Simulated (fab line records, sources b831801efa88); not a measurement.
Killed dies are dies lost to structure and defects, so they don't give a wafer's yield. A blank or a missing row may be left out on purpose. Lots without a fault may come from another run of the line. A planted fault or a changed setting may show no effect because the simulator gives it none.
A struck lot beside a sound one | flow sky130 | 17 steps out of a route of 708
Sound: wafers L554.2, L554.3, L554.4. Struck: wafers L560.2, L560.4, L560.5. The cause comes at the end.
At each step with rows: each side's tool, then ch and its chambers, then its first start. Under that, the readings that differ: sound wafers | struck wafers | difference of the means | sigmas: that difference in standard deviations of wafers without a fault.
alike: readings whose means differ by less than 2 such deviations, and words and numbers that are the same on both sides. not compared: withheld readings, readings that some wafer has no value for, bounds like >300 that may hide the same value, and numbers for which the record gives no deviation and whose values overlap.
The two part at a step that has a row with sigmas, a row that says differs or no value, or rows on one side only. Numbers that don't overlap but have no deviation are shown without sigmas and don't part them. A reading that every wafer of one side lacks parts them only if that side has two wafers or more.

SKY_LDD_HVN_OVL_MEAS_07:
  sound on overlay-01, day 21 00:25; struck on overlay-02, day 24 00:53
  alike: LDD_HVN_OVL
then, 1 step without rows for these wafers: SKY_LDD_HVN_IMPLANT_08.
SKY_LDD_HVN_STRIP_09: strips in O2/N2.
  sound on plasma_asher-02 ch 0,1, day 21 00:36; struck on plasma_asher-02 ch 1, day 24 01:04
  alike: chamber_pressure_mTorr, drypump_motor_current_A, oes_product_au, strip_time_to_endpoint_s
  not compared: rf_hours_counter_h
SKY_LDD_HVN_TW_MEAS_10:
  sound on film_metro-03, day 21 00:43; struck on film_metro-04, day 24 01:10
  alike: LDD_HVN_TW
then, 7 steps without rows for these wafers: SKY_LDD_HVP_DEHYDRATE_00 (time 60 s); SKY_LDD_HVP_HMDS_01 (prime time 60 s); SKY_LDD_HVP_COAT_02 (resist thk 300 nm); SKY_LDD_HVP_SOFTBAKE_03 (time 60 s); SKY_LDD_HVP_EXPOSE_04 (exposes mask HVPTM, target cd 700 nm); SKY_LDD_HVP_PEB_05; SKY_LDD_HVP_DEVELOP_06 (develop time 60 s).
SKY_LDD_HVP_OVL_MEAS_07:
  sound on overlay-02, day 22 06:10; struck on overlay-01, day 25 07:35
  alike: LDD_HVP_OVL
SKY_LDD_HVP_IMPLANT_08:
  sound on implanter-02 ch 0, day 22 06:13; struck on implanter-01 ch 0, day 25 07:38
  reading                   | sound                | struck               | difference | sigmas
  beam_energy_keV           | 20.010 19.997 20.010 | 24.544 24.541 24.551 | +4.540     | +99 or more
  model.implant.rp_nm (nm)  | 63.53 63.53 63.53    | 79.65 79.65 79.65    | +16.12     |
  model.implant.drp_nm (nm) | 28.53 28.53 28.53    | 35.13 35.13 35.13    | +6.60      |
  alike: beam_on_s
SKY_LDD_HVP_STRIP_09: strips in O2/N2.
  sound on plasma_asher-01 ch 0,1, day 22 06:21; struck on plasma_asher-04 ch 0,1, day 25 07:46
  alike: chamber_pressure_mTorr, drypump_motor_current_A, oes_product_au, strip_time_to_endpoint_s
  not compared: rf_hours_counter_h
SKY_LDD_HVP_TW_MEAS_10:
  sound on film_metro-01, day 22 06:31; struck on film_metro-01, day 25 07:52
  reading    | sound             | struck            | difference | sigmas
  LDD_HVP_TW | 457.2 453.8 455.4 | 475.4 478.2 475.6 | +20.9      | +12
then, 1 step without rows for these wafers: SKY_LDD_LDN_DEHYDRATE_00 (time 60 s).
-- the record jumps here: 23 days lie between the struck wafers' starts before and after (it left off in module LDD_LDN and takes up again in module PAD_OPEN, whose first step shown is number 708 of the route) --
SKY_PAD_OPEN_PROBE_99:
  sound on prober-01, day 46 07:37; struck on prober-02, day 48 04:08
  reading                                   | sound                  | struck                  | difference | sigmas
  killed_at_M0_to_M3                        | 38 27 42               | 55 50 50                | +16        | +2
  model.etest.tip_p_5v.rs_ohm_sq            | 2849 2852 2842         | 2768 2747 2744          | -95        |
  model.etest.pfet_g5v0d10v5.off_log10_a_um | -12.6 -12.43 -12.52    | -12.13 -12.2 -12        | +0.41      |
  model.etest.pfet_g5v0d10v5.vt_sat_v (V)   | -0.642 -0.6327 -0.6413 | -0.5864 -0.5913 -0.5819 | +0.0521    |
  alike: killed_at_M4_up, killed_at_contacts, killed_at_front_end, killed_at_other, killed_dies, killed_on_rim, killed_open, killed_short

WHERE THEY PART
First at SKY_LDD_HVP_IMPLANT_08; last, within this record, at SKY_PAD_OPEN_PROBE_99.

WHY: what the simulator had put in
Process parameter drift: implanter-01, from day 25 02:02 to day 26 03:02, at SKY_LDD_HVP_IMPLANT_08. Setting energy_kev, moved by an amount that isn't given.
